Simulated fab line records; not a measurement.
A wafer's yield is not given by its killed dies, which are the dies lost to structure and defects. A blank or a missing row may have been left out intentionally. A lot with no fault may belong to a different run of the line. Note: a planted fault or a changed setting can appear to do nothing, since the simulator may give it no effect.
Which of the tools did it?    flow sky130    14 lots with 42 wafers sampled at 2 steps, on a route of 708 steps

== WHAT THE GAUGES SHOWED, per wafer ==
The record lacks any reading of a measuring or inspecting step that a usual standard deviation could be used to judge.

== WHICH TOOL RAN EACH LOT (tool, then ch and the chambers of the sampled wafers, then the start) ==
lot   SKY_VIA4_SPUTTER_17           SKY_PAD_OPEN_PROBE_99
L949  pvd sputter-02, day 42 21:47  -
L950  pvd sputter-04, day 43 02:34  -
L951  pvd sputter-02, day 43 16:25  -
L952  pvd sputter-02, day 43 18:17  prober-01, day 46 15:39
L954  pvd sputter-03, day 44 12:53  -
L955  pvd sputter-02, day 44 13:32  prober-02, day 47 09:37
L957  pvd sputter-03, day 44 23:27  -
L962  pvd sputter-04, day 46 11:22  -
L964  pvd sputter-03, day 46 18:12  -
L965  pvd sputter-02, day 46 23:31  -
L968  pvd sputter-04, day 47 18:42  -
L970  pvd sputter-02, day 48 07:19  -
L971  pvd sputter-02, day 48 09:05  -
L972  pvd sputter-02, day 48 14:20  -
- SKY_VIA4_SPUTTER_17: material TiN, target thk 20 nm, time 80 s.
- SKY_PAD_OPEN_PROBE_99

== AS READ BY THE TOOLS THEMSELVES (means over the sampled wafers that have a number; for cases with no such wafer, the mark the record gives instead) ==
SKY_VIA4_SPUTTER_17.
lot   tool            throttle valve pct (%)
L949  pvd sputter-02  29.0
L950  pvd sputter-04  30.4
L951  pvd sputter-02  29.2
L952  pvd sputter-02  29.0
L954  pvd sputter-03  29.6
L955  pvd sputter-02  29.3
L957  pvd sputter-03  29.8
L962  pvd sputter-04  30.6
L964  pvd sputter-03  29.7
L965  pvd sputter-02  28.9
L968  pvd sputter-04  30.8
L970  pvd sputter-02  29.3
L971  pvd sputter-02  29.5
L972  pvd sputter-02  29.0

SKY_PAD_OPEN_PROBE_99.
lot   tool       defect limited yield (%)  killed_at_M0_to_M3  killed_at_M4_up  killed at contacts  killed at front end  killed at other  killed dies  killed open  killed short  sort_bin_3_pad_short (%)  sort_bin_5_function (%)  sort_bin_6_memory (%)  sort n pass  sort yield pct (%)
L952  prober-01  80.4                      52                  11.0             17                  16                   0.3              96           47           41            1.3                       11.6                     6.7                    396          80.4
L955  prober-02  79.7                      43                  12.0             28                  17                   0.0              100          49           42            0.7                       11.7                     7.8                    392          79.7

== THE ANSWER, worked out from the rows above alone ==
Rule: the usual values come from the lots themselves. Put in order of their means at a reading, lots are off if they are a third of the lots or fewer, leave a main group of 4 or more, and stand apart from it by a gap of 3 or more times the standard deviation of the main group's means; of several such gaps the widest counts. Not used: any main group whose means are identical at the precision the tables above print for the reading. Also off: a lot with no number at a reading for which 4 or more lots have one. The other lots that the step has rows for count as sound. Order of review: gauges by route order, followed by the tools' own readings, for which a lot's mean as printed above is used. The first step at which some lot is off is used, and at that step the reading that is off furthest; a lot without a number counts as furthest.
None of the lots is off at any reading shown; this tells nothing.

== WHAT THE SIMULATOR PUT IN ==
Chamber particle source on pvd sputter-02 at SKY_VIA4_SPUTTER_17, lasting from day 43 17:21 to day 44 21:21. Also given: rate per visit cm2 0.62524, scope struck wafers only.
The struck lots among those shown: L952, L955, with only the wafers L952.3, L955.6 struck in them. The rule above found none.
